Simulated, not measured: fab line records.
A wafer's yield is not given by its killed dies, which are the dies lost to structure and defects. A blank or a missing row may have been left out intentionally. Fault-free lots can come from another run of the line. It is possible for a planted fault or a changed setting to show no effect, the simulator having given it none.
Problem report, 8D (eight disciplines) form, completed by code -- flow sky130 -- the parts of the form that need people (team, actions taken, sign-off) are left out

1. WHAT WENT WRONG
Mean CAP2M_TIN_RS at SKY_CAP2M_RS_MEAS_03: 8.21 ohm/sq over 6 wafers in 2 lots; fault-free wafers: 6.92 ohm/sq, standard deviation 0.087. That is +15 standard deviations from the usual mean.
The step: measures by four-point-probe.
Earliest sighting: wafer L434.2 on film metro-01 at day 42 19:03. Wafers with a number at this step in the record: 30, from 10 lots. Rule for "out" (also "out of limits"): further than 4 standard deviations from the usual mean. All remaining wafers that have a number are taken as sound.

2. WHAT IT IS, AND WHAT IT ISN'T
question,is,is not
which readings at this step,CAP2M_TIN_RS,-
which lots,"L434, L438","L428, L431, L432, L433, L435, L444, L446, L449"
which wafers of those lots,all that have a number,-
read on which gauges,"film metro-01, film metro-04",film metro-03
when,from day 42 19:03,"up to then (15 sound wafers); but 9 sound wafers of L444, L446, L449 came after"

3. SUSPECTS, AND WHAT RULES EACH OUT
Counting: any tool at a process step up to the reading is kept as a suspect provided that every lot that is out went through it and no sound lot did after the first of them.
- the gauge at SKY_CAP2M_RS_MEAS_03 is ruled out. Those wafers that are out were read across 2 gauges (film metro-01, film metro-04).
- pvd sputter-01 at SKY_CAP2M_SPUTTER_02 (material TiN, target thk 200 nm, time 166.7 s): kept. All lots that are out passed through it, beginning with L434 at day 42 18:55, and no sound lot followed; its final sound lot before that point was L435 at day 42 17:29.
After counting, what remains is pvd sputter-01 at SKY_CAP2M_SPUTTER_02.

4. THE CAUSE (what the simulator had put in)
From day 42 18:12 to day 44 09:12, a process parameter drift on pvd sputter-01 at SKY_CAP2M_SPUTTER_02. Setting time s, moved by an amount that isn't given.
Counting left only this tool.

5. THE EFFECT CHAIN, in route order
One row per reading whose mean, taken over the struck wafers that have a number, lies over 3 standard deviations from the usual. Only readings for which the record gives a usual standard deviation are gone through. hours: the time from each lot's start at the first step in this table that gives one to its start at this step, as a median over the lots. sigmas: the change in usual standard deviations.
hours,step,reading,usual,on struck wafers,change,sigmas
0,SKY_CAP2M_RS_MEAS_03,CAP2M_TIN_RS,6.92 ohm/sq,8.21,+1.29,+15
0,SKY_CAP2M_THK_MEAS_04,CAP2M_TIN_THK,201.9 nm,170.8,-31.1,-12
23,SKY_CAP2M_METAL_ETCH_13,oes product au,0.940 a.u.,0.850,-0.090,-12
23,SKY_CAP2M_METAL_ETCH_13,throttle valve pct,21.902 %,21.956,+0.054,+5.0
Here are the process steps it includes:
- SKY_CAP2M_METAL_ETCH_13: etches TiN in Cl2/BCl3, stops on SiO2, target depth 220 nm, time 62.9 s.

6. WHAT WOULD HAVE CAUGHT IT SOONER
In this record the first reading out of limits at a measuring or inspecting step was taken at day 42 19:03, 1 hour after the fault began at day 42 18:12.
An alarm limit of 4 standard deviations would not have fired on the tool readings at SKY_CAP2M_SPUTTER_02 for which the record gives a usual standard deviation, since none of them was out on any struck wafer.
Among the 2 lots that are out, L438 began SKY_CAP2M_SPUTTER_02 on pvd sputter-01 after day 42 19:03. A tool hold placed at that time would have kept it from harm.
